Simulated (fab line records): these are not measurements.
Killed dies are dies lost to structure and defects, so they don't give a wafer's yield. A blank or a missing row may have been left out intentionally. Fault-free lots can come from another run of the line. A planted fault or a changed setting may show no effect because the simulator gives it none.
Which tool is to blame? || flow sky130 || 11 lots, 33 wafers sampled, at 5 steps of a route of 708

WHAT THE GAUGES SHOWED, per wafer
SKY_VT_ADJUST_LVTN_OVL_MEAS_18. Usual: VT_ADJUST_LVTN_01_OVL gives -1.5 nm (standard deviation 1.2).
{"lot": "L298", "measured": "day 7 12:05", "on": "overlay-01", "VT_ADJUST_LVTN_01_OVL (nm)": "-2.0 -1.4 -1.2", "flag": ""}
{"lot": "L299", "measured": "day 7 21:21", "on": "overlay-02", "VT_ADJUST_LVTN_01_OVL (nm)": "-2.3 -0.3 -3.0", "flag": ""}
{"lot": "L307", "measured": "day 10 18:12", "on": "overlay-01", "VT_ADJUST_LVTN_01_OVL (nm)": "-0.1 -0.6 -3.1", "flag": ""}
{"lot": "L308", "measured": "day 10 21:23", "on": "overlay-02", "VT_ADJUST_LVTN_01_OVL (nm)": "-1.6 -2.4 -3.4", "flag": ""}
{"lot": "L310", "measured": "day 11 04:26", "on": "overlay-02", "VT_ADJUST_LVTN_01_OVL (nm)": "-0.8 -0.3 1.4", "flag": ""}
{"lot": "L309", "measured": "day 11 05:37", "on": "overlay-01", "VT_ADJUST_LVTN_01_OVL (nm)": "-1.2 -2.0 0.0", "flag": ""}
{"lot": "L312", "measured": "day 11 15:03", "on": "overlay-02", "VT_ADJUST_LVTN_01_OVL (nm)": "-2.8 -2.7 -1.3", "flag": ""}
{"lot": "L313", "measured": "day 12 01:29", "on": "overlay-01", "VT_ADJUST_LVTN_01_OVL (nm)": "-0.9 -0.5 -1.3", "flag": ""}
{"lot": "L316", "measured": "day 12 17:59", "on": "overlay-01", "VT_ADJUST_LVTN_01_OVL (nm)": "0.2 -1.8 -2.8", "flag": ""}
{"lot": "L318", "measured": "day 13 13:40", "on": "overlay-02", "VT_ADJUST_LVTN_01_OVL (nm)": "-1.9 -1.2 -1.0", "flag": ""}
{"lot": "L320", "measured": "day 14 01:15", "on": "overlay-02", "VT_ADJUST_LVTN_01_OVL (nm)": "-2.0 -1.2 -1.3", "flag": ""}

SKY_VIA2_THK_MEAS_01. Usual: VIA2_HDPCVD_THK gives 1183 nm (standard deviation 11).
{"lot": "L298", "measured": "day 34 19:02", "on": "filmMetro-01", "VIA2_HDPCVD_THK (nm)": "1162 1150 1165", "flag": ""}
{"lot": "L299", "measured": "day 35 15:09", "on": "filmMetro-03", "VIA2_HDPCVD_THK (nm)": "1185 1202 1183", "flag": ""}
{"lot": "L310", "measured": "day 39 07:48", "on": "filmMetro-01", "VIA2_HDPCVD_THK (nm)": "1188 1181 1196", "flag": ""}
{"lot": "L312", "measured": "day 39 11:58", "on": "filmMetro-01", "VIA2_HDPCVD_THK (nm)": "1180 1177 1165", "flag": ""}
{"lot": "L313", "measured": "day 40 00:53", "on": "filmMetro-03", "VIA2_HDPCVD_THK (nm)": "1171 1187 1186", "flag": ""}
{"lot": "L316", "measured": "day 40 12:37", "on": "filmMetro-01", "VIA2_HDPCVD_THK (nm)": "1195 1207 1206", "flag": ""}
{"lot": "L318", "measured": "day 41 09:02", "on": "filmMetro-04", "VIA2_HDPCVD_THK (nm)": "1189 1185 1172", "flag": ""}
{"lot": "L320", "measured": "day 41 23:59", "on": "filmMetro-03", "VIA2_HDPCVD_THK (nm)": "1179 1183 1175", "flag": ""}

TOOL THAT RAN EACH LOT (tool first, then ch and the chambers of the sampled wafers, then the start)
{"lot": "L298", "SKY_POLY_GATE_ETCH_16": "rieDiel-01 ch 1,3, day 15 19:56", "SKY_POLY_GATE_STRIP_18": "plasmaAsher-02 ch 0,1, day 15 20:05", "SKY_POLY_CUT_STRIP_12": "plasmaAsher-01 ch 0,1, day 23 17:19"}
{"lot": "L299", "SKY_POLY_GATE_ETCH_16": "rieDiel-03 ch 1,2, day 16 16:44", "SKY_POLY_GATE_STRIP_18": "plasmaAsher-04 ch 0, day 16 16:53", "SKY_POLY_CUT_STRIP_12": "plasmaAsher-03 ch 0,1, day 24 16:13"}
{"lot": "L307", "SKY_POLY_GATE_ETCH_16": "rieDiel-04 ch 0,1, day 20 16:31", "SKY_POLY_GATE_STRIP_18": "plasmaAsher-04 ch 0,1, day 20 16:41", "SKY_POLY_CUT_STRIP_12": "plasmaAsher-03 ch 0,1, day 28 10:52"}
{"lot": "L308", "SKY_POLY_GATE_ETCH_16": "rieDiel-03 ch 0,1,3, day 20 17:24", "SKY_POLY_GATE_STRIP_18": "plasmaAsher-04 ch 0,1, day 20 17:33", "SKY_POLY_CUT_STRIP_12": "plasmaAsher-02 ch 0,1, day 28 10:39"}
{"lot": "L310", "SKY_POLY_GATE_ETCH_16": "rieDiel-03 ch 0,3, day 21 03:14", "SKY_POLY_GATE_STRIP_18": "plasmaAsher-04 ch 0,1, day 21 03:25", "SKY_POLY_CUT_STRIP_12": "plasmaAsher-03 ch 0,1, day 28 19:47"}
{"lot": "L309", "SKY_POLY_GATE_ETCH_16": "rieDiel-04 ch 0,1,2, day 21 05:08", "SKY_POLY_GATE_STRIP_18": "plasmaAsher-01 ch 0,1, day 21 05:17", "SKY_POLY_CUT_STRIP_12": "plasmaAsher-01 ch 0,1, day 28 21:16"}
{"lot": "L312", "SKY_POLY_GATE_ETCH_16": "rieDiel-04 ch 0,2,3, day 21 16:06", "SKY_POLY_GATE_STRIP_18": "plasmaAsher-02 ch 0,1, day 21 16:17", "SKY_POLY_CUT_STRIP_12": "plasmaAsher-01 ch 0,1, day 29 03:12"}
{"lot": "L313", "SKY_POLY_GATE_ETCH_16": "rieDiel-04 ch 0,1,2, day 22 00:36", "SKY_POLY_GATE_STRIP_18": "plasmaAsher-04 ch 0,1, day 22 00:45", "SKY_POLY_CUT_STRIP_12": "plasmaAsher-01 ch 0,1, day 29 13:39"}
{"lot": "L316", "SKY_POLY_GATE_ETCH_16": "rieDiel-03 ch 0,1,2, day 22 21:23", "SKY_POLY_GATE_STRIP_18": "plasmaAsher-01 ch 0,1, day 22 21:32", "SKY_POLY_CUT_STRIP_12": "plasmaAsher-03 ch 0,1, day 30 07:15"}
{"lot": "L318", "SKY_POLY_GATE_ETCH_16": "rieDiel-04 ch 0,1,2, day 23 19:03", "SKY_POLY_GATE_STRIP_18": "plasmaAsher-04 ch 0,1, day 23 19:14", "SKY_POLY_CUT_STRIP_12": "plasmaAsher-03 ch 0,1, day 31 06:27"}
{"lot": "L320", "SKY_POLY_GATE_ETCH_16": "rieDiel-03 ch 1,2,3, day 24 12:59", "SKY_POLY_GATE_STRIP_18": "plasmaAsher-01 ch 0,1, day 24 13:10", "SKY_POLY_CUT_STRIP_12": "plasmaAsher-03 ch 0,1, day 31 21:49"}
- SKY_POLY_GATE_ETCH_16: etches Si3N4 in CH3F/O2, stops on poly-Si, time 147.5 s, target depth 75 nm.
- SKY_POLY_GATE_STRIP_18: strips in O2/N2.
- SKY_POLY_CUT_STRIP_12: strips in O2/N2.

WHAT THE TOOLS THEMSELVES READ (means of the sampled wafers that have a number; where no wafer has one, the mark that the record gives instead)
SKY_POLY_GATE_ETCH_16. Usual: O2_flow_sccm 30.02 sccm, standard deviation 0.097; biasW 79.99 W, standard deviation 0.25; drypumpMotorCurrentA 5.8 A, standard deviation 0.42; oesProductAu 0.640 a.u., standard deviation 0.0053; throttleValvePct 10.534 %, standard deviation 0.0096.
{"lot": "L298", "tool": "rieDiel-01", "O2_flow_sccm (sccm)": 29.94, "biasW (W)": 79.81, "drypumpMotorCurrentA (A)": 6.1, "oesProductAu (a.u.)": 0.645, "throttleValvePct (%)": 10.545, "flag": ""}
{"lot": "L299", "tool": "rieDiel-03", "O2_flow_sccm (sccm)": 30.04, "biasW (W)": 79.86, "drypumpMotorCurrentA (A)": 6.0, "oesProductAu (a.u.)": 0.638, "throttleValvePct (%)": 10.534, "flag": ""}
{"lot": "L307", "tool": "rieDiel-04", "O2_flow_sccm (sccm)": "-", "biasW (W)": "-", "drypumpMotorCurrentA (A)": "-", "oesProductAu (a.u.)": "-", "throttleValvePct (%)": "-", "flag": "OFF"}
{"lot": "L308", "tool": "rieDiel-03", "O2_flow_sccm (sccm)": "-", "biasW (W)": "-", "drypumpMotorCurrentA (A)": "-", "oesProductAu (a.u.)": "-", "throttleValvePct (%)": "-", "flag": "OFF"}
{"lot": "L310", "tool": "rieDiel-03", "O2_flow_sccm (sccm)": 29.97, "biasW (W)": 79.89, "drypumpMotorCurrentA (A)": 5.3, "oesProductAu (a.u.)": 0.641, "throttleValvePct (%)": 10.537, "flag": ""}
{"lot": "L309", "tool": "rieDiel-04", "O2_flow_sccm (sccm)": "-", "biasW (W)": "-", "drypumpMotorCurrentA (A)": "-", "oesProductAu (a.u.)": "-", "throttleValvePct (%)": "-", "flag": "OFF"}
{"lot": "L312", "tool": "rieDiel-04", "O2_flow_sccm (sccm)": 30.04, "biasW (W)": 79.98, "drypumpMotorCurrentA (A)": 5.7, "oesProductAu (a.u.)": 0.637, "throttleValvePct (%)": 10.540, "flag": ""}
{"lot": "L313", "tool": "rieDiel-04", "O2_flow_sccm (sccm)": 29.97, "biasW (W)": 80.18, "drypumpMotorCurrentA (A)": 5.4, "oesProductAu (a.u.)": 0.640, "throttleValvePct (%)": 10.540, "flag": ""}
{"lot": "L316", "tool": "rieDiel-03", "O2_flow_sccm (sccm)": 29.98, "biasW (W)": 80.01, "drypumpMotorCurrentA (A)": 5.6, "oesProductAu (a.u.)": 0.641, "throttleValvePct (%)": 10.533, "flag": ""}
{"lot": "L318", "tool": "rieDiel-04", "O2_flow_sccm (sccm)": 29.92, "biasW (W)": 80.12, "drypumpMotorCurrentA (A)": 5.4, "oesProductAu (a.u.)": 0.634, "throttleValvePct (%)": 10.553, "flag": ""}
{"lot": "L320", "tool": "rieDiel-03", "O2_flow_sccm (sccm)": 30.04, "biasW (W)": 80.05, "drypumpMotorCurrentA (A)": 6.0, "oesProductAu (a.u.)": 0.635, "throttleValvePct (%)": 10.533, "flag": ""}

SKY_POLY_GATE_STRIP_18. Usual: drypumpMotorCurrentA 5.7 A, standard deviation 0.59; oesProductAu 0.361 a.u., standard deviation 0.0048; stripTimeToEndpointS 3.18 s, standard deviation 0.034.
{"lot": "L298", "tool": "plasmaAsher-02", "drypumpMotorCurrentA (A)": 5.9, "oesProductAu (a.u.)": 0.362, "stripTimeToEndpointS (s)": 3.17, "flag": ""}
{"lot": "L299", "tool": "plasmaAsher-04", "drypumpMotorCurrentA (A)": 4.8, "oesProductAu (a.u.)": 0.360, "stripTimeToEndpointS (s)": 3.17, "flag": ""}
{"lot": "L307", "tool": "plasmaAsher-04", "drypumpMotorCurrentA (A)": 5.8, "oesProductAu (a.u.)": 0.408, "stripTimeToEndpointS (s)": 4.36, "flag": "OFF"}
{"lot": "L308", "tool": "plasmaAsher-04", "drypumpMotorCurrentA (A)": 5.3, "oesProductAu (a.u.)": 0.409, "stripTimeToEndpointS (s)": 4.35, "flag": "OFF"}
{"lot": "L310", "tool": "plasmaAsher-04", "drypumpMotorCurrentA (A)": 5.3, "oesProductAu (a.u.)": 0.359, "stripTimeToEndpointS (s)": 3.18, "flag": ""}
{"lot": "L309", "tool": "plasmaAsher-01", "drypumpMotorCurrentA (A)": 5.6, "oesProductAu (a.u.)": 0.411, "stripTimeToEndpointS (s)": 4.36, "flag": "OFF"}
{"lot": "L312", "tool": "plasmaAsher-02", "drypumpMotorCurrentA (A)": 5.9, "oesProductAu (a.u.)": 0.363, "stripTimeToEndpointS (s)": 3.21, "flag": ""}
{"lot": "L313", "tool": "plasmaAsher-04", "drypumpMotorCurrentA (A)": 5.3, "oesProductAu (a.u.)": 0.358, "stripTimeToEndpointS (s)": 3.18, "flag": ""}
{"lot": "L316", "tool": "plasmaAsher-01", "drypumpMotorCurrentA (A)": 5.9, "oesProductAu (a.u.)": 0.364, "stripTimeToEndpointS (s)": 3.17, "flag": ""}
{"lot": "L318", "tool": "plasmaAsher-04", "drypumpMotorCurrentA (A)": 5.3, "oesProductAu (a.u.)": 0.367, "stripTimeToEndpointS (s)": 3.19, "flag": ""}
{"lot": "L320", "tool": "plasmaAsher-01", "drypumpMotorCurrentA (A)": 5.6, "oesProductAu (a.u.)": 0.363, "stripTimeToEndpointS (s)": 3.22, "flag": ""}

SKY_POLY_CUT_STRIP_12. Usual: drypumpMotorCurrentA 5.6 A, standard deviation 0.53; oesProductAu 0.453 a.u., standard deviation 0.0049; stripTimeToEndpointS 5.363 s, standard deviation 0.019.
{"lot": "L298", "tool": "plasmaAsher-01", "drypumpMotorCurrentA (A)": 5.9, "oesProductAu (a.u.)": 0.450, "stripTimeToEndpointS (s)": 5.349, "flag": ""}
{"lot": "L299", "tool": "plasmaAsher-03", "drypumpMotorCurrentA (A)": 5.1, "oesProductAu (a.u.)": 0.449, "stripTimeToEndpointS (s)": 5.351, "flag": ""}
{"lot": "L307", "tool": "plasmaAsher-03", "drypumpMotorCurrentA (A)": 5.5, "oesProductAu (a.u.)": 0.454, "stripTimeToEndpointS (s)": 5.375, "flag": ""}
{"lot": "L308", "tool": "plasmaAsher-02", "drypumpMotorCurrentA (A)": 5.9, "oesProductAu (a.u.)": 0.451, "stripTimeToEndpointS (s)": 5.369, "flag": ""}
{"lot": "L310", "tool": "plasmaAsher-03", "drypumpMotorCurrentA (A)": 5.5, "oesProductAu (a.u.)": 0.453, "stripTimeToEndpointS (s)": 5.359, "flag": ""}
{"lot": "L309", "tool": "plasmaAsher-01", "drypumpMotorCurrentA (A)": 5.5, "oesProductAu (a.u.)": 0.455, "stripTimeToEndpointS (s)": 5.382, "flag": ""}
{"lot": "L312", "tool": "plasmaAsher-01", "drypumpMotorCurrentA (A)": 5.9, "oesProductAu (a.u.)": 0.457, "stripTimeToEndpointS (s)": 5.363, "flag": ""}
{"lot": "L313", "tool": "plasmaAsher-01", "drypumpMotorCurrentA (A)": 5.9, "oesProductAu (a.u.)": 0.455, "stripTimeToEndpointS (s)": 5.345, "flag": ""}
{"lot": "L316", "tool": "plasmaAsher-03", "drypumpMotorCurrentA (A)": 5.5, "oesProductAu (a.u.)": 0.457, "stripTimeToEndpointS (s)": 5.363, "flag": ""}
{"lot": "L318", "tool": "plasmaAsher-03", "drypumpMotorCurrentA (A)": 5.5, "oesProductAu (a.u.)": 0.450, "stripTimeToEndpointS (s)": 5.350, "flag": ""}
{"lot": "L320", "tool": "plasmaAsher-03", "drypumpMotorCurrentA (A)": 5.5, "oesProductAu (a.u.)": 0.453, "stripTimeToEndpointS (s)": 5.365, "flag": ""}

THE ANSWER, worked out from the rows above alone
Rule: lot off if the mean of its wafers having a number is beyond 3 standard deviations from the usual mean. Also off: a lot with no number at a reading for which 4 or more lots have one. Where the step has rows for the other lots, those lots are counted as sound. After the gauges, taken in route order, come the tools' own readings; for these a lot's mean is taken, as printed above. At the first step where some lot is off, the reading lying furthest off is the one used; lots without a number count as furthest.
Off: L307, L308, L309, at SKY_POLY_GATE_ETCH_16 (O2_flow_sccm). Without a number there: L307, L308, L309.
A tool fits if, at that step or a process step before it, it ran every lot that is off, and no sound lot after the first of them. Of those tried, none fits.

WHAT HAD BEEN PUT IN BY THE SIMULATOR
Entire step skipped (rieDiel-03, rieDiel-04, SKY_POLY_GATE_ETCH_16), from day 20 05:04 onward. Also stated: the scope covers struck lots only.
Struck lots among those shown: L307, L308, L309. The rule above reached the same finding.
